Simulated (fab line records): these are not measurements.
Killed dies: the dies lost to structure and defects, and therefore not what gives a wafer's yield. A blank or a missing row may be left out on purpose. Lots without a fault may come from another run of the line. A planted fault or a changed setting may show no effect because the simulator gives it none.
Which tool was responsible? | flow gf180mcu | Sampling: 7 lots, 21 wafers, 3 of 602 route steps

WHAT THE GAUGES READ, wafer by wafer
GF_M3_CD_MEAS_14: target cd 280 nm.
lot  | measured     | on       | cdNm (nm)
L432 | day 21 17:22 | cdSem-02 | 282.0 282.1 280.5
L435 | day 22 12:13 | cdSem-02 | 278.8 280.4 279.1
L437 | day 23 10:23 | cdSem-01 | 283.8 282.6 282.4
L444 | day 26 05:09 | cdSem-02 | 281.4 281.7 280.6
L447 | day 26 22:43 | cdSem-02 | 278.7 279.8 280.0
L450 | day 27 22:50 | cdSem-02 | 277.2 276.2 276.6
L453 | day 28 12:45 | cdSem-02 | 278.5 279.4 278.7

WHAT TOOL EACH LOT RAN ON (gives the tool, then ch and the chambers of the sampled wafers, and finally the start)
lot  | GF_V2_SPUTTER_22            | GF_M3_SPUTTER_04
L432 | pvdSputter-04, day 20 16:23 | pvdSputter-03, day 20 17:11
L435 | pvdSputter-04, day 21 12:04 | pvdSputter-03, day 21 12:52
L437 | pvdSputter-03, day 22 10:48 | pvdSputter-03, day 22 11:44
L444 | pvdSputter-03, day 25 07:05 | pvdSputter-03, day 25 08:00
L447 | pvdSputter-03, day 26 01:32 | pvdSputter-01, day 26 02:20
L450 | pvdSputter-04, day 27 02:39 | pvdSputter-01, day 27 03:28
L453 | pvdSputter-03, day 27 16:42 | pvdSputter-03, day 27 17:31
- GF_V2_SPUTTER_22: material TiN, target thk 10 nm, time 40 s.
- GF_M3_SPUTTER_04: material TiN, target thk 50 nm, time 41.7 s.

THE ANSWER, worked out from the rows above alone
Rule: usual is defined by the lots themselves. The widest of any qualifying gaps counts: lots, ordered by their means at a reading, are off when they make up no more than a third of the lots, leave a main group of 4 or more, and stand apart from it by 3 or more times the standard deviation of that group's means. A main group is skipped when, at the precision printed for the reading in the tables above, its means are all equal. Also off: a lot with no number at a reading for which 4 or more lots have one. Any other lot the step has rows for is counted as sound.
No lot is off on any of the readings shown, so nothing can be concluded from this.

WHAT WAS PUT IN BY THE SIMULATOR
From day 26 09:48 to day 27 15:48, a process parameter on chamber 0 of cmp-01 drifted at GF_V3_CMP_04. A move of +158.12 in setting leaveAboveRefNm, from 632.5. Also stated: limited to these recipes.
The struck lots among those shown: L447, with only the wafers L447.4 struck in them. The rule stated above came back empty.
